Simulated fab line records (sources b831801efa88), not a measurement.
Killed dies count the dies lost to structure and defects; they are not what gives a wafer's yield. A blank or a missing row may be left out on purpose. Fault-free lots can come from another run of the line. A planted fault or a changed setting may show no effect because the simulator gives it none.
Which tool did it? / flow gf180mcu / 36 wafers from 12 lots sampled at 5 of the route's 602 steps

== WHAT EACH GAUGE READ, for each wafer ==
GF_SAB_CD_MEAS_09 targets a cd of 420 nm. Usual: 419.3 nm for cd_nm, sd 2.
lot=L318; measured=day 15 01:38; on=cd_sem-02; cd_nm (nm)=418.2 418.5 417.9; flag=
lot=L320; measured=day 16 09:59; on=cd_sem-02; cd_nm (nm)=415.7 415.4 417.4; flag=
lot=L321; measured=day 16 11:13; on=cd_sem-01; cd_nm (nm)=420.3 421.3 421.3; flag=
lot=L322; measured=day 17 02:29; on=cd_sem-01; cd_nm (nm)=418.1 417.5 418.7; flag=
lot=L325; measured=day 18 03:10; on=cd_sem-01; cd_nm (nm)=417.0 417.8 415.9; flag=
lot=L327; measured=day 18 09:43; on=cd_sem-02; cd_nm (nm)=418.1 416.2 418.3; flag=
lot=L335; measured=day 21 06:44; on=cd_sem-02; cd_nm (nm)=420.7 420.1 419.0; flag=
lot=L337; measured=day 21 16:08; on=cd_sem-01; cd_nm (nm)=417.3 416.3 417.1; flag=
lot=L338; measured=day 21 22:41; on=cd_sem-01; cd_nm (nm)=419.0 420.0 420.4; flag=
lot=L339; measured=day 22 11:29; on=cd_sem-02; cd_nm (nm)=422.6 423.7 421.0; flag=
lot=L340; measured=day 22 18:25; on=cd_sem-02; cd_nm (nm)=418.5 417.5 418.9; flag=
lot=L341; measured=day 23 07:04; on=cd_sem-02; cd_nm (nm)=417.5 420.0 419.3; flag=

GF_CONTACT_THK_MEAS_01. Usual: for CONTACT_CVD_00_THK the level is 299 nm and the standard deviation is 3.6.
lot=L318; measured=day 15 02:42; on=film_metro-03; CONTACT_CVD_00_THK (nm)=298 302 298; flag=
lot=L320; measured=day 16 11:04; on=film_metro-01; CONTACT_CVD_00_THK (nm)=300 301 299; flag=
lot=L321; measured=day 16 12:17; on=film_metro-04; CONTACT_CVD_00_THK (nm)=299 298 301; flag=
lot=L322; measured=day 17 03:33; on=film_metro-01; CONTACT_CVD_00_THK (nm)=295 298 304; flag=
lot=L325; measured=day 18 04:14; on=film_metro-01; CONTACT_CVD_00_THK (nm)=302 295 298; flag=
lot=L327; measured=day 18 10:47; on=film_metro-01; CONTACT_CVD_00_THK (nm)=455 303 301; flag=OFF
lot=L335; measured=day 21 07:48; on=film_metro-04; CONTACT_CVD_00_THK (nm)=300 291 297; flag=
lot=L337; measured=day 21 17:14; on=film_metro-01; CONTACT_CVD_00_THK (nm)=298 303 302; flag=
lot=L338; measured=day 21 23:46; on=film_metro-01; CONTACT_CVD_00_THK (nm)=296 300 303; flag=
lot=L339; measured=day 22 12:56; on=film_metro-01; CONTACT_CVD_00_THK (nm)=301 304 299; flag=
lot=L340; measured=day 22 19:53; on=film_metro-04; CONTACT_CVD_00_THK (nm)=297 301 296; flag=
lot=L341; measured=day 23 08:08; on=film_metro-04; CONTACT_CVD_00_THK (nm)=298 304 300; flag=

GF_CONTACT_THK_MEAS_03. Usual: for CONTACT_CVD_02_THK the level is 859 nm and the standard deviation is 11.
lot=L318; measured=day 15 02:50; on=film_metro-01; CONTACT_CVD_02_THK (nm)=851 836 860; flag=
lot=L320; measured=day 16 11:11; on=film_metro-04; CONTACT_CVD_02_THK (nm)=865 853 867; flag=
lot=L321; measured=day 16 12:25; on=film_metro-03; CONTACT_CVD_02_THK (nm)=862 861 849; flag=
lot=L322; measured=day 17 03:41; on=film_metro-03; CONTACT_CVD_02_THK (nm)=862 871 856; flag=
lot=L325; measured=day 18 04:23; on=film_metro-04; CONTACT_CVD_02_THK (nm)=853 877 867; flag=
lot=L327; measured=day 18 10:55; on=film_metro-04; CONTACT_CVD_02_THK (nm)=852 851 854; flag=
lot=L335; measured=day 21 07:56; on=film_metro-04; CONTACT_CVD_02_THK (nm)=865 866 879; flag=
lot=L337; measured=day 21 17:22; on=film_metro-01; CONTACT_CVD_02_THK (nm)=842 833 865; flag=
lot=L338; measured=day 21 23:54; on=film_metro-04; CONTACT_CVD_02_THK (nm)=835 850 865; flag=
lot=L339; measured=day 22 13:04; on=film_metro-03; CONTACT_CVD_02_THK (nm)=848 869 862; flag=
lot=L340; measured=day 22 20:01; on=film_metro-04; CONTACT_CVD_02_THK (nm)=856 864 875; flag=
lot=L341; measured=day 23 08:16; on=film_metro-01; CONTACT_CVD_02_THK (nm)=844 858 865; flag=

== WHICH TOOL RAN EACH LOT (tool, then ch and the chambers of the sampled wafers, then the start) ==
lot=L318; GF_SAB_STRIP_13=plasma_asher-03 ch 0,1, day 15 01:55; GF_CONTACT_CVD_00=hdpcvd-01 ch 0,1,2, day 15 02:39
lot=L320; GF_SAB_STRIP_13=plasma_asher-03 ch 0,1, day 16 10:17; GF_CONTACT_CVD_00=hdpcvd-02 ch 0,1,2, day 16 11:01
lot=L321; GF_SAB_STRIP_13=plasma_asher-01 ch 0,1, day 16 11:31; GF_CONTACT_CVD_00=hdpcvd-01 ch 0,1,2, day 16 12:14
lot=L322; GF_SAB_STRIP_13=plasma_asher-03 ch 0,1, day 17 02:47; GF_CONTACT_CVD_00=hdpcvd-02 ch 0,1,2, day 17 03:31
lot=L325; GF_SAB_STRIP_13=plasma_asher-01 ch 0,1, day 18 03:28; GF_CONTACT_CVD_00=hdpcvd-01 ch 0,1,2, day 18 04:11
lot=L327; GF_SAB_STRIP_13=plasma_asher-02 ch 0,1, day 18 10:01; GF_CONTACT_CVD_00=hdpcvd-02 ch 0,1,2, day 18 10:44
lot=L335; GF_SAB_STRIP_13=plasma_asher-01 ch 0,1, day 21 07:01; GF_CONTACT_CVD_00=hdpcvd-01 ch 0,2, day 21 07:44
lot=L337; GF_SAB_STRIP_13=plasma_asher-01 ch 0,1, day 21 16:26; GF_CONTACT_CVD_00=hdpcvd-02 ch 0,1,2, day 21 17:09
lot=L338; GF_SAB_STRIP_13=plasma_asher-02 ch 0,1, day 21 22:59; GF_CONTACT_CVD_00=hdpcvd-02 ch 0,1,2, day 21 23:43
lot=L339; GF_SAB_STRIP_13=plasma_asher-03 ch 0,1, day 22 11:55; GF_CONTACT_CVD_00=hdpcvd-02 ch 0,1, day 22 12:53
lot=L340; GF_SAB_STRIP_13=plasma_asher-02 ch 0,1, day 22 18:52; GF_CONTACT_CVD_00=hdpcvd-01 ch 0,2, day 22 19:50
lot=L341; GF_SAB_STRIP_13=plasma_asher-01 ch 0,1, day 23 07:22; GF_CONTACT_CVD_00=hdpcvd-02 ch 0,1,2, day 23 08:05
- GF_SAB_STRIP_13: strips in O2/N2.
- GF_CONTACT_CVD_00: deposits SiO2, target thk 300 nm, time 50 s.

== WHAT THE TOOLS THEMSELVES READ (means of the sampled wafers that have a number; where no wafer has one, the mark that the record gives instead) ==
GF_SAB_STRIP_13. Usual: drypump_motor_current_A 6.0 A, standard deviation 0.48; heater_power_w 316 W, standard deviation 30; n2_flow_sccm 300.1 sccm, standard deviation 1.4; oes_product_au 0.710 a.u., standard deviation 0.0045; strip_time_to_endpoint_s 12.60 s, standard deviation 0.034.
lot=L318; tool=plasma_asher-03; drypump_motor_current_A (A)=6.3; heater_power_w (W)=339; n2_flow_sccm (sccm)=300.8; oes_product_au (a.u.)=0.710; strip_time_to_endpoint_s (s)=12.59; flag=
lot=L320; tool=plasma_asher-03; drypump_motor_current_A (A)=6.4; heater_power_w (W)=323; n2_flow_sccm (sccm)=301.4; oes_product_au (a.u.)=0.708; strip_time_to_endpoint_s (s)=12.65; flag=
lot=L321; tool=plasma_asher-01; drypump_motor_current_A (A)=5.3; heater_power_w (W)=326; n2_flow_sccm (sccm)=299.8; oes_product_au (a.u.)=0.711; strip_time_to_endpoint_s (s)=12.60; flag=
lot=L322; tool=plasma_asher-03; drypump_motor_current_A (A)=6.4; heater_power_w (W)=321; n2_flow_sccm (sccm)=300.2; oes_product_au (a.u.)=0.714; strip_time_to_endpoint_s (s)=12.54; flag=
lot=L325; tool=plasma_asher-01; drypump_motor_current_A (A)=5.3; heater_power_w (W)=311; n2_flow_sccm (sccm)=299.6; oes_product_au (a.u.)=0.708; strip_time_to_endpoint_s (s)=12.57; flag=
lot=L327; tool=plasma_asher-02; drypump_motor_current_A (A)=6.3; heater_power_w (W)=289; n2_flow_sccm (sccm)=299.5; oes_product_au (a.u.)=0.714; strip_time_to_endpoint_s (s)=12.61; flag=
lot=L335; tool=plasma_asher-01; drypump_motor_current_A (A)=5.4; heater_power_w (W)=307; n2_flow_sccm (sccm)=299.7; oes_product_au (a.u.)=0.713; strip_time_to_endpoint_s (s)=12.65; flag=
lot=L337; tool=plasma_asher-01; drypump_motor_current_A (A)=5.3; heater_power_w (W)=302; n2_flow_sccm (sccm)=299.3; oes_product_au (a.u.)=0.710; strip_time_to_endpoint_s (s)=12.57; flag=
lot=L338; tool=plasma_asher-02; drypump_motor_current_A (A)=6.2; heater_power_w (W)=290; n2_flow_sccm (sccm)=299.8; oes_product_au (a.u.)=0.711; strip_time_to_endpoint_s (s)=12.60; flag=
lot=L339; tool=plasma_asher-03; drypump_motor_current_A (A)=6.4; heater_power_w (W)=322; n2_flow_sccm (sccm)=303.9; oes_product_au (a.u.)=0.711; strip_time_to_endpoint_s (s)=12.64; flag=
lot=L340; tool=plasma_asher-02; drypump_motor_current_A (A)=6.2; heater_power_w (W)=300; n2_flow_sccm (sccm)=299.3; oes_product_au (a.u.)=0.707; strip_time_to_endpoint_s (s)=12.58; flag=
lot=L341; tool=plasma_asher-01; drypump_motor_current_A (A)=5.3; heater_power_w (W)=327; n2_flow_sccm (sccm)=301.2; oes_product_au (a.u.)=0.710; strip_time_to_endpoint_s (s)=12.58; flag=

GF_CONTACT_CVD_00. Usual: 60.00 sccm for sih4_flow_sccm, sd 0.17.
lot=L318; tool=hdpcvd-01; sih4_flow_sccm (sccm)=60.12; flag=
lot=L320; tool=hdpcvd-02; sih4_flow_sccm (sccm)=59.92; flag=
lot=L321; tool=hdpcvd-01; sih4_flow_sccm (sccm)=60.05; flag=
lot=L322; tool=hdpcvd-02; sih4_flow_sccm (sccm)=59.93; flag=
lot=L325; tool=hdpcvd-01; sih4_flow_sccm (sccm)=59.95; flag=
lot=L327; tool=hdpcvd-02; sih4_flow_sccm (sccm)=69.96; flag=OFF
lot=L335; tool=hdpcvd-01; sih4_flow_sccm (sccm)=59.76; flag=
lot=L337; tool=hdpcvd-02; sih4_flow_sccm (sccm)=60.01; flag=
lot=L338; tool=hdpcvd-02; sih4_flow_sccm (sccm)=60.03; flag=
lot=L339; tool=hdpcvd-02; sih4_flow_sccm (sccm)=59.89; flag=
lot=L340; tool=hdpcvd-01; sih4_flow_sccm (sccm)=59.79; flag=
lot=L341; tool=hdpcvd-02; sih4_flow_sccm (sccm)=59.93; flag=

== THE ANSWER, worked out from the rows above alone ==
Rule: a lot is off if the mean of its wafers that have a number lies more than 3 standard deviations from the usual mean. Also off: a lot with no number at a reading for which 4 or more lots have one. Where the step has rows for the other lots, those lots are counted as sound. First the gauges in route order, then the tools' own readings, where a lot's mean is used as printed above. The first step at which some lot is off is used, and at that step the reading that is off furthest; a lot without a number counts as furthest.
Off: L327, at GF_CONTACT_THK_MEAS_01 (CONTACT_CVD_00_THK).
A tool fits if, at a process step before that reading, it ran every lot that is off, and no sound lot after the first of them. The gauges at GF_CONTACT_THK_MEAS_01 aren't tried: what is off there is off at GF_CONTACT_CVD_00 too, on other tools, and a gauge's error can't cause that. Of those tried, none fits.

== WHAT THE SIMULATOR HAD INSERTED ==
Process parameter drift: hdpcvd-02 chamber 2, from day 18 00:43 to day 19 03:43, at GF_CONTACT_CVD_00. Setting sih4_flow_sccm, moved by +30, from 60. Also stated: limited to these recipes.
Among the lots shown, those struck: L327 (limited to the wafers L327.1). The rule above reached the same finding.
